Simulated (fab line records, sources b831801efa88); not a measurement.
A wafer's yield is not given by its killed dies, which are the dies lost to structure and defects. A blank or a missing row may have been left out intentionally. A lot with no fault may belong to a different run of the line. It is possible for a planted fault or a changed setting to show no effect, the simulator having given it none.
Problem report in the 8D (eight disciplines) form, filled by code / flow gf180mcu / the parts of the form that need people (team, actions taken, sign-off) are left out

1. WHAT IS WRONG
Wafers free of any fault read 698 nm (standard deviation 10) for PASSIVATION_CVD_02_THK at GF_PASSIVATION_THK_MEAS_03, against a mean of 504 nm on 6 wafers of 2 lots. Measured from the usual mean, that is -19 standard deviations.
The first sign was on wafer L492.2 at day 32 17:44, on film_metro-01. Wafers with a number at this step in the record: 39, from 13 lots. Rule for "out", or "out of limits": more than 4 standard deviations from the usual mean. The other wafers with a number count as sound.

2. WHAT THIS IS AND IS NOT
question=which readings at this step | is=PASSIVATION_CVD_02_THK | is not=-
question=which lots | is=L492, L493 | is not=L479, L480, L481, L482, L483, L484, L486, L488, L496, L497, L498
question=which wafers of those lots | is=all that have a number | is not=-
question=read on which gauges | is=film_metro-01, film_metro-03 | is not=film_metro-04
question=when | is=from day 32 17:44 | is not=up to then (24 sound wafers); but 9 sound wafers of L496, L497, L498 came after

3. SUSPECTS, AND WHAT RULES EACH OUT
Counting: a tool stays on the suspect list if, at a process step up to the reading, it processed all lots that are out and no sound lot following the first of them.
- the gauge at GF_PASSIVATION_THK_MEAS_03: ruled out. The wafers that are out were read on 2 gauges (film_metro-01, film_metro-03).
- pecvd-04 at GF_PASSIVATION_CVD_02 (deposits Si3N4, target thk 700 nm, time 486.18 s): kept. All lots that are out passed through it, beginning with L492 at day 32 17:26, and no sound lot followed; its final sound lot before that point was L484 at day 30 12:41.
Remaining after the count: pecvd-04 at GF_PASSIVATION_CVD_02.

4. THE CAUSE (what the simulator had put in)
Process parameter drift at GF_PASSIVATION_CVD_02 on pecvd-04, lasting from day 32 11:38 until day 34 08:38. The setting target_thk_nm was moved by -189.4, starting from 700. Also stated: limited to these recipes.
Only this tool survived the counting.

5. THE EFFECT CHAIN, in route order
Each row: a reading where the mean over the struck wafers with a number is more than 3 standard deviations away from the usual. Scope: only readings with a usual standard deviation given in the record; hours: median across lots of the time from each lot's start at the first step in this table that gives one to its start at this step; sigmas: change in usual standard deviations.
hours=0; step=GF_PASSIVATION_THK_MEAS_03; reading=PASSIVATION_CVD_02_THK; usual=698 nm; on struck wafers=504; change=-194; sigmas=-19
At these later measuring or inspecting steps, every struck wafer for which the step has a row has a number for every such reading, and none has moved that far: GF_PASSIVATION_BOW_MEAS_14.

6. HOW IT WOULD HAVE BEEN CAUGHT EARLIER
Counted from the fault's start at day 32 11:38, it took 6 hours until the first out-of-limits reading at a measuring or inspecting step in this record, taken at day 32 17:44.
No tool reading at GF_PASSIVATION_CVD_02 that has a usual standard deviation in the record was out on any struck wafer, so an alarm limit of 4 standard deviations on those readings would not have fired.
Of the lots that are out (2), L493 began GF_PASSIVATION_CVD_02 on pecvd-04 after day 32 17:44. Putting the tool on hold at that point would have spared it.
